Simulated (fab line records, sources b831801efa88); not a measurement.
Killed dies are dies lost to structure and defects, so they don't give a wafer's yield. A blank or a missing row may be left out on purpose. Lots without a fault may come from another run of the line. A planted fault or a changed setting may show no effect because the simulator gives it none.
Which tool did it? | flow sky130 | 11 lots, 33 wafers sampled, at 5 steps of a route of 708

WHAT THE GAUGES READ, wafer by wafer
SKY_LDD_LDN_OVL_MEAS_07. Usual: LDD_LDN_OVL -0.5 nm, standard deviation 1.5.
lot  | measured     | on         | LDD_LDN_OVL (nm) | flag
L973 | day 22 17:42 | overlay-01 | 0.5 2.4 0.8      |
L974 | day 23 05:43 | overlay-01 | -2.4 -2.1 -1.7   |
L976 | day 23 21:40 | overlay-02 | 0.6 0.8 1.2      |
L978 | day 24 08:45 | overlay-01 | 0.0 0.0 -1.0     |
L981 | day 25 17:15 | overlay-01 | -1.2 -1.8 0.0    |
L982 | day 26 12:09 | overlay-02 | 1.7 1.7 0.1      |
L983 | day 26 20:47 | overlay-01 | -2.3 -1.8 -1.8   |
L984 | day 27 05:11 | overlay-02 | -0.8 -0.3 0.1    |
L986 | day 27 13:59 | overlay-01 | - - -            | OFF
L991 | day 29 06:31 | overlay-02 | 1.5 0.6 1.5      |
L996 | day 30 14:19 | overlay-02 | -1.0 0.8 0.1     |

SKY_LDD_LDN_TW_MEAS_13. Usual: LDD_LDN_TW 1472, standard deviation 5.7.
lot  | measured     | on            | LDD_LDN_TW     | flag
L973 | day 22 18:26 | film_metro-01 | 1473 1473 1483 |
L974 | day 23 06:28 | film_metro-01 | 1475 1468 1469 |
L976 | day 23 22:25 | film_metro-01 | 1472 1472 1465 |
L978 | day 24 09:30 | film_metro-02 | 1465 1473 1463 |
L981 | day 25 18:00 | film_metro-02 | 1473 1476 1479 |
L982 | day 26 12:54 | film_metro-02 | 1466 1463 1469 |
L983 | day 26 21:32 | film_metro-02 | 1469 1465 1471 |
L984 | day 27 05:55 | film_metro-01 | 1467 1465 1467 |
L986 | day 27 14:44 | film_metro-02 | 30 30 30       | OFF
L991 | day 29 07:16 | film_metro-02 | 1474 1473 1466 |
L996 | day 30 15:04 | film_metro-04 | 1471 1470 1477 |

SKY_LI_CONTACT_BOW_MEAS_03. Usual: LI_CONTACT_BOW 55 um, standard deviation 7.
lot  | measured     | on            | LI_CONTACT_BOW (um) | flag
L973 | day 27 19:41 | film_metro-04 | 49 55 45            |
L974 | day 28 07:39 | film_metro-04 | 61 48 62            |
L976 | day 28 21:12 | film_metro-01 | 56 63 60            |
L978 | day 29 08:36 | film_metro-04 | 67 63 48            |
L981 | day 30 15:22 | film_metro-03 | 53 54 64            |
L982 | day 31 08:43 | film_metro-04 | 62 56 47            |
L983 | day 31 17:32 | film_metro-01 | 62 66 56            |
L984 | day 31 23:58 | film_metro-04 | 59 56 58            |
L986 | day 32 08:58 | film_metro-01 | 54 55 59            |
L991 | day 33 23:10 | film_metro-03 | 54 40 47            |
L996 | day 35 05:47 | film_metro-03 | 61 62 45            |

WHICH TOOL RAN EACH LOT (tool, then ch and the chambers of the sampled wafers, then the start)
lot  | SKY_LDD_P_STRIP_10                   | SKY_LDD_LDN_EXPOSE_04
L973 | plasma_asher-01 ch 0,1, day 18 20:36 | iline_stepper-02 ch 0, day 22 01:55
L974 | plasma_asher-03 ch 0,1, day 19 09:29 | iline_stepper-01 ch 0, day 22 15:01
L976 | plasma_asher-03 ch 0,1, day 20 02:06 | iline_stepper-01 ch 0, day 23 07:02
L978 | plasma_asher-01 ch 0,1, day 20 14:44 | iline_stepper-01 ch 0, day 23 18:22
L981 | plasma_asher-03 ch 0,1, day 22 00:08 | iline_stepper-02 ch 0, day 25 03:32
L982 | plasma_asher-01 ch 0,1, day 22 18:38 | iline_stepper-01 ch 0, day 25 21:19
L983 | plasma_asher-03 ch 0, day 23 05:09   | iline_stepper-01 ch 0, day 26 06:56
L984 | plasma_asher-02 ch 0,1, day 23 13:05 | iline_stepper-02 ch 0, day 26 15:31
L986 | plasma_asher-01 ch 0,1, day 23 21:24 | iline_stepper-01 ch 0, day 26 23:01
L991 | plasma_asher-01 ch 0,1, day 25 16:36 | iline_stepper-01 ch 0, day 28 16:52
L996 | plasma_asher-01 ch 0, day 27 01:41   | iline_stepper-02 ch 0, day 30 01:05
- SKY_LDD_P_STRIP_10: strips in O2/N2.
- SKY_LDD_LDN_EXPOSE_04: exposes mask LDNTM, target cd 700 nm.

WHAT THE TOOLS THEMSELVES READ (means of the sampled wafers that have a number; where no wafer has one, the mark that the record gives instead)
SKY_LDD_P_STRIP_10. Usual: drypump_motor_current_A 5.6 A, standard deviation 0.42; oes_product_au 0.715 a.u., standard deviation 0.0045; strip_time_to_endpoint_s 14.19 s, standard deviation 0.043.
lot  | tool            | drypump_motor_current_A (A) | oes_product_au (a.u.) | strip_time_to_endpoint_s (s) | flag
L973 | plasma_asher-01 | 5.7                         | 0.713                 | 14.17                        |
L974 | plasma_asher-03 | 6.1                         | 0.714                 | 14.11                        |
L976 | plasma_asher-03 | 5.8                         | 0.718                 | 14.21                        |
L978 | plasma_asher-01 | 5.7                         | 0.717                 | 14.15                        |
L981 | plasma_asher-03 | 6.1                         | 0.719                 | 14.26                        |
L982 | plasma_asher-01 | 5.6                         | 0.716                 | 14.20                        |
L983 | plasma_asher-03 | 5.6                         | 0.718                 | 14.19                        |
L984 | plasma_asher-02 | 5.1                         | 0.716                 | 14.17                        |
L986 | plasma_asher-01 | 5.7                         | 0.713                 | 14.20                        |
L991 | plasma_asher-01 | 5.5                         | 0.714                 | 14.20                        |
L996 | plasma_asher-01 | 5.9                         | 0.717                 | 14.18                        |

SKY_LDD_LDN_EXPOSE_04. Usual: exposure_dose_mJ_cm2 140.01, standard deviation 0.15; reticle_temp_C 22.99 C, standard deviation 0.11.
lot  | tool             | exposure_dose_mJ_cm2 | reticle_temp_C (C) | flag
L973 | iline_stepper-02 | 140.06               | 23.03              |
L974 | iline_stepper-01 | 139.94               | 22.86              |
L976 | iline_stepper-01 | 140.12               | 23.06              |
L978 | iline_stepper-01 | 139.92               | 23.06              |
L981 | iline_stepper-02 | 140.00               | 23.07              |
L982 | iline_stepper-01 | 139.92               | 22.92              |
L983 | iline_stepper-01 | 140.23               | 23.00              |
L984 | iline_stepper-02 | 139.87               | 23.03              |
L986 | iline_stepper-01 | 140.03               | 22.87              |
L991 | iline_stepper-01 | 140.02               | 22.97              |
L996 | iline_stepper-02 | 139.80               | 23.05              |

THE ANSWER, worked out from the rows above alone
Rule: a lot is off if the mean of its wafers that have a number lies more than 3 standard deviations from the usual mean. A lot without any number at a reading at which 4 lots or more have one is off too. The other lots that the step has rows for count as sound. The gauges are gone through in route order, then the tools' own readings, and for those a lot's mean is taken as printed above. The first step at which some lot is off is used, and at that step the reading that is off furthest; a lot without a number counts as furthest.
Off: L986, at SKY_LDD_LDN_OVL_MEAS_07 (LDD_LDN_OVL). Without a number there: L986.
A tool fits if, at a process step before that reading, it ran every lot that is off, and no sound lot after the first of them. The gauges at SKY_LDD_LDN_OVL_MEAS_07 aren't tried: what is off there is off at SKY_LDD_LDN_TW_MEAS_13 too, on other tools, and a gauge's error can't cause that. None of those tried fits.

WHAT THE SIMULATOR HAD PUT IN
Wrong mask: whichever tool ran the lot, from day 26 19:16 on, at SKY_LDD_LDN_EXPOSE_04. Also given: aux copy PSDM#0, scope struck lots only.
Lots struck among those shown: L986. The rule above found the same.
